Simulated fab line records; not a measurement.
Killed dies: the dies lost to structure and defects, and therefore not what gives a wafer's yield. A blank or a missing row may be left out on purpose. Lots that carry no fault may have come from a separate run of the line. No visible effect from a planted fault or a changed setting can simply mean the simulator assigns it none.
Code-filled problem report in 8D (eight disciplines) form + flow gf180mcu + the parts of the form that need people (team, actions taken, sign-off) are left out

== 1. THE PROBLEM ==
Wafers free of any fault read 688 (standard deviation 3.8) for VT_IMPLANT_4_TW at GF_VT_IMPLANT_TW_MEAS_43, against a mean of 740 on 6 wafers of 2 lots. Measured from the usual mean, that is +14 standard deviations.
Earliest sighting: wafer L361.1 on film-metro-02 at day 11 23:11. The record holds 39 wafers of 13 lots with a number at this step. By rule, "out" or "out of limits" means more than 4 standard deviations away from the usual mean. The rest of the wafers with a number are treated as sound.

== 2. WHAT IT IS, AND WHAT IT ISN'T ==
| question                    | is                     | is not                                                           |
|-----------------------------|------------------------|------------------------------------------------------------------|
| which readings at this step | VT_IMPLANT_4_TW        | -                                                                |
| which lots                  | L361, L365             | L345, L347, L348, L349, L350, L351, L352, L353, L354, L355, L356 |
| which wafers of those lots  | all that have a number | -                                                                |
| read on which gauges        | film-metro-02          | film-metro-01, film-metro-04                                     |
| when                        | from day 11 23:11      | up to then (33 sound wafers)                                     |

== 3. SUSPECTS, AND WHAT RULES EACH OUT ==
Counting: a tool at a process step up to the reading stays a suspect if it ran every lot that is out and no sound lot after the first of them.
- the gauge at GF_VT_IMPLANT_TW_MEAS_43: ruled out. All the wafers that are out were read on film-metro-02, but those of them that GF_VT_IMPLANT_IMPLANT_41 has rows for are out there too, on other tools.
- implanter-02 at GF_VT_IMPLANT_IMPLANT_41: kept. Every lot that is out went through it, starting with L361 (day 11 22:56), and after that it ran no sound lot; the last sound lot it ran before then is L356 (day 10 16:15). Out on those wafers are its own readings of beam-energy-keV.
After counting, what remains is implanter-02 at GF_VT_IMPLANT_IMPLANT_41.

== 4. THE CAUSE (what the simulator had put in) ==
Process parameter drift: implanter-02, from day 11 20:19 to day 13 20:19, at GF_VT_IMPLANT_IMPLANT_41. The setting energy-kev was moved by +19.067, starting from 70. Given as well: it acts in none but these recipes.
Only this tool survived the counting.

== 5. THE EFFECT CHAIN, in route order ==
Each row: a reading where the mean over the struck wafers with a number is more than 3 standard deviations away from the usual. Only readings whose record carries a usual standard deviation are examined. hours: median over the lots of the time between each lot's start at the first step of this table that gives one and its start at this step. sigmas: the change, counted in usual standard deviations.
| hours | step                     | reading         | usual  | on struck wafers | change  | sigmas      |
|-------|--------------------------|-----------------|--------|------------------|---------|-------------|
| 0     | GF_VT_IMPLANT_IMPLANT_41 | beam-energy-keV | 70.002 | 89.064           | +19.062 | +99 or more |
| 0     | GF_VT_IMPLANT_TW_MEAS_43 | VT_IMPLANT_4_TW | 688    | 740              | +52     | +14         |
Its process steps:
- GF_VT_IMPLANT_IMPLANT_41
Later steps that measure or inspect, where all struck wafers having a row at the step show a number for every such reading and not one has moved that far: GF_VT_IMPLANT_RS_MEAS_49, GF_SALICIDE_RS_MEAS_04.

== 6. WHAT WOULD HAVE CAUGHT IT SOONER ==
In this record the first reading out of limits at a measuring or inspecting step was taken at day 11 23:11, 3 hours after the fault began at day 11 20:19.
At GF_VT_IMPLANT_IMPLANT_41, the tool's own readings (beam-energy-keV) were out on each struck wafer the step has a row for, so an alarm limit on them would have fired on the first such wafer.
L365, from the lots that are out (2), started GF_VT_IMPLANT_IMPLANT_41 on implanter-02 later than day 11 23:11. Putting the tool on hold at that point would have spared it.
